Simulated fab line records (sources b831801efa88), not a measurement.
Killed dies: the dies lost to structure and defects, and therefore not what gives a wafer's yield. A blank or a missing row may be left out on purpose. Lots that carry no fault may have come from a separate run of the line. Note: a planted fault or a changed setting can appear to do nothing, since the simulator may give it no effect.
What tool caused it? | flow sfq line | 14 lots, 42 wafers sampled, at 4 steps of a route of 325

## WHAT THE GAUGES READ, wafer by wafer
Not one reading of a measure or inspect step in the record can be checked against a usual standard deviation.

## TOOL THAT RAN EACH LOT (tool first, then ch and the chambers of the sampled wafers, then the start)
lot  | SFQ_TRILAYER_I0_VIA_STRIP_STRIP_035 | SFQ_TRILAYER_M2_STRIP_STRIP_061   | SFQ_TRILAYER_JJ_CE_BARC_OPEN_RIE_150 | SFQ_TRILAYER_I5_LITHO_PEB_147
L322 | rie metal-02 ch 0,1, day 10 12:05   | rie metal-02 ch 0,1, day 20 12:16 | rie metal-04 ch 1, day 43 04:10      | litho track-01 ch 0, day 52 14:30
L323 | rie metal-03 ch 0,1, day 10 15:41   | rie metal-02 ch 0,1, day 20 17:04 | rie metal-04 ch 1, day 43 15:05      | litho track-02 ch 0, day 53 02:31
L326 | rie metal-02 ch 0,1, day 12 09:52   | rie metal-01 ch 0,1, day 22 18:34 | rie metal-01 ch 0,1, day 45 12:32    | litho track-01 ch 0, day 54 10:57
L327 | rie metal-03 ch 0, day 12 19:31     | rie metal-02 ch 0,1, day 23 02:56 | rie metal-03 ch 0,1, day 45 19:42    | litho track-02 ch 0, day 54 16:54
L328 | rie metal-03 ch 0, day 12 21:40     | rie metal-04 ch 0,1, day 23 08:56 | rie metal-04 ch 0, day 46 08:54      | litho track-04 ch 0, day 55 02:30
L329 | rie metal-03 ch 0, day 13 04:19     | rie metal-04 ch 0,1, day 23 18:44 | rie metal-01 ch 0,1, day 46 17:20    | litho track-02 ch 0, day 55 17:22
L330 | rie metal-03 ch 0,1, day 13 13:16   | rie metal-02 ch 0,1, day 24 12:20 | rie metal-04 ch 0,1, day 47 01:39    | litho track-01 ch 0, day 55 23:21
L331 | rie metal-03 ch 0,1, day 13 21:40   | rie metal-01 ch 0,1, day 24 15:56 | rie metal-01 ch 0, day 47 12:00      | litho track-01 ch 0, day 56 06:31
L332 | rie metal-03 ch 0,1, day 14 02:40   | rie metal-04 ch 0,1, day 24 19:44 | rie metal-01 ch 0, day 47 19:16      | litho track-01 ch 0, day 56 12:34
L333 | rie metal-03 ch 0,1, day 14 07:16   | rie metal-01 ch 0, day 25 02:44   | rie metal-03 ch 0,1, day 47 21:36    | litho track-01 ch 0, day 56 17:19
L334 | rie metal-04 ch 0,1, day 14 10:52   | rie metal-01 ch 0,1, day 25 07:32 | rie metal-03 ch 0,1, day 48 00:00    | litho track-01 ch 0, day 56 20:57
L341 | rie metal-04 ch 0,1, day 16 11:58   | rie metal-01 ch 0,1, day 27 20:21 | rie metal-04 ch 0, day 49 21:36      | litho track-04 ch 0, day 58 11:09
L342 | rie metal-04 ch 0,1, day 16 22:19   | rie metal-04 ch 0,1, day 28 03:33 | rie metal-04 ch 0,1, day 50 06:00    | litho track-04 ch 0, day 58 14:43
L344 | rie metal-04 ch 0,1, day 17 08:07   | rie metal-04 ch 0,1, day 28 15:57 | rie metal-04 ch 0,1, day 50 09:38    | litho track-02 ch 0, day 58 22:04
- SFQ_TRILAYER_I0_VIA_STRIP_STRIP_035: strips in O2.
- SFQ_TRILAYER_M2_STRIP_STRIP_061: strips in O2.
- SFQ_TRILAYER_JJ_CE_BARC_OPEN_RIE_150: chemistry O2, target BARC, target depth 240 nm, time 80 s.
- SFQ_TRILAYER_I5_LITHO_PEB_147: peb time 60 s.

## WHAT THE TOOLS THEMSELVES READ (means of the sampled wafers that have a number; where no wafer has one, the mark that the record gives instead)
SFQ_TRILAYER_I0_VIA_STRIP_STRIP_035.
lot  | tool         | drypump motor current A (A) | oes product au (a.u.)
L322 | rie metal-02 | 5.7                         | 0.999
L323 | rie metal-03 | 6.1                         | 0.986
L326 | rie metal-02 | 5.7                         | 1.001
L327 | rie metal-03 | 5.9                         | 0.992
L328 | rie metal-03 | 5.9                         | 0.999
L329 | rie metal-03 | 5.9                         | 0.991
L330 | rie metal-03 | 6.4                         | 0.987
L331 | rie metal-03 | 6.4                         | 0.990
L332 | rie metal-03 | 6.4                         | 0.987
L333 | rie metal-03 | 6.1                         | 0.990
L334 | rie metal-04 | 5.9                         | 0.994
L341 | rie metal-04 | 5.9                         | 1.005
L342 | rie metal-04 | 6.0                         | 1.000
L344 | rie metal-04 | 6.0                         | 0.998

SFQ_TRILAYER_M2_STRIP_STRIP_061.
lot  | tool         | drypump motor current A (A) | oes product au (a.u.)
L322 | rie metal-02 | 5.63                        | 0.991
L323 | rie metal-02 | 5.65                        | 0.987
L326 | rie metal-01 | 6.29                        | 0.994
L327 | rie metal-02 | 5.65                        | 0.986
L328 | rie metal-04 | 5.93                        | 0.998
L329 | rie metal-04 | 6.00                        | 0.993
L330 | rie metal-02 | 5.69                        | 0.997
L331 | rie metal-01 | 6.28                        | 0.992
L332 | rie metal-04 | 6.01                        | 0.986
L333 | rie metal-01 | 6.20                        | 0.999
L334 | rie metal-01 | 6.28                        | 0.989
L341 | rie metal-01 | 6.27                        | 0.997
L342 | rie metal-04 | 5.91                        | 0.979
L344 | rie metal-04 | 5.92                        | 0.991

SFQ_TRILAYER_JJ_CE_BARC_OPEN_RIE_150.
lot  | tool         | drypump motor current A (A) | oes product au (a.u.)
L322 | rie metal-04 | 6.06                        | 0.538
L323 | rie metal-04 | 6.08                        | 0.538
L326 | rie metal-01 | 6.24                        | 0.540
L327 | rie metal-03 | 6.37                        | 0.541
L328 | rie metal-04 | 5.84                        | 0.536
L329 | rie metal-01 | 6.29                        | 0.539
L330 | rie metal-04 | 6.01                        | 0.539
L331 | rie metal-01 | 6.19                        | 0.537
L332 | rie metal-01 | 6.21                        | 0.540
L333 | rie metal-03 | 6.37                        | 0.537
L334 | rie metal-03 | 6.15                        | 0.541
L341 | rie metal-04 | 5.86                        | 0.539
L342 | rie metal-04 | 6.00                        | 0.541
L344 | rie metal-04 | 5.93                        | 0.539

SFQ_TRILAYER_I5_LITHO_PEB_147.
lot  | tool           | heater power total W (W)
L322 | litho track-01 | 79.07
L323 | litho track-02 | 79.14
L326 | litho track-01 | 79.13
L327 | litho track-02 | 79.17
L328 | litho track-04 | 79.17
L329 | litho track-02 | 79.18
L330 | litho track-01 | 79.13
L331 | litho track-01 | 79.21
L332 | litho track-01 | 79.13
L333 | litho track-01 | 79.54
L334 | litho track-01 | 79.53
L341 | litho track-04 | 79.18
L342 | litho track-04 | 79.15
L344 | litho track-02 | 79.14

## THE ANSWER, worked out from the rows above alone
Rule: what is usual is taken from the lots themselves. Put in order of their means at a reading, lots are off if they are a third of the lots or fewer, leave a main group of 4 or more, and stand apart from it by a gap of 3 or more times the standard deviation of the main group's means; of several such gaps the widest counts. If all means in a main group match to the digits the tables above print for the reading, that group is not used. Also off: a lot with no number at a reading for which 4 or more lots have one. Any other lot the step has rows for is counted as sound. First the gauges in route order, then the tools' own readings, where a lot's mean is used as printed above. The first step at which some lot is off is used, and at that step the reading that is off furthest; a lot without a number counts as furthest.
Off: L333, L334, at SFQ_TRILAYER_I5_LITHO_PEB_147 (heater power total W). Main group: mean 79.15 W, sd 0.034.
If a tool, at that step or one of the process steps before it, ran each lot that is off and ran no sound lot following the first of them, it fits. 2 tools fit, rie metal-03 at SFQ_TRILAYER_JJ_CE_BARC_OPEN_RIE_150 and litho track-01 at SFQ_TRILAYER_I5_LITHO_PEB_147, so this cannot tell which one it is.

## WHAT HAD BEEN PUT IN BY THE SIMULATOR
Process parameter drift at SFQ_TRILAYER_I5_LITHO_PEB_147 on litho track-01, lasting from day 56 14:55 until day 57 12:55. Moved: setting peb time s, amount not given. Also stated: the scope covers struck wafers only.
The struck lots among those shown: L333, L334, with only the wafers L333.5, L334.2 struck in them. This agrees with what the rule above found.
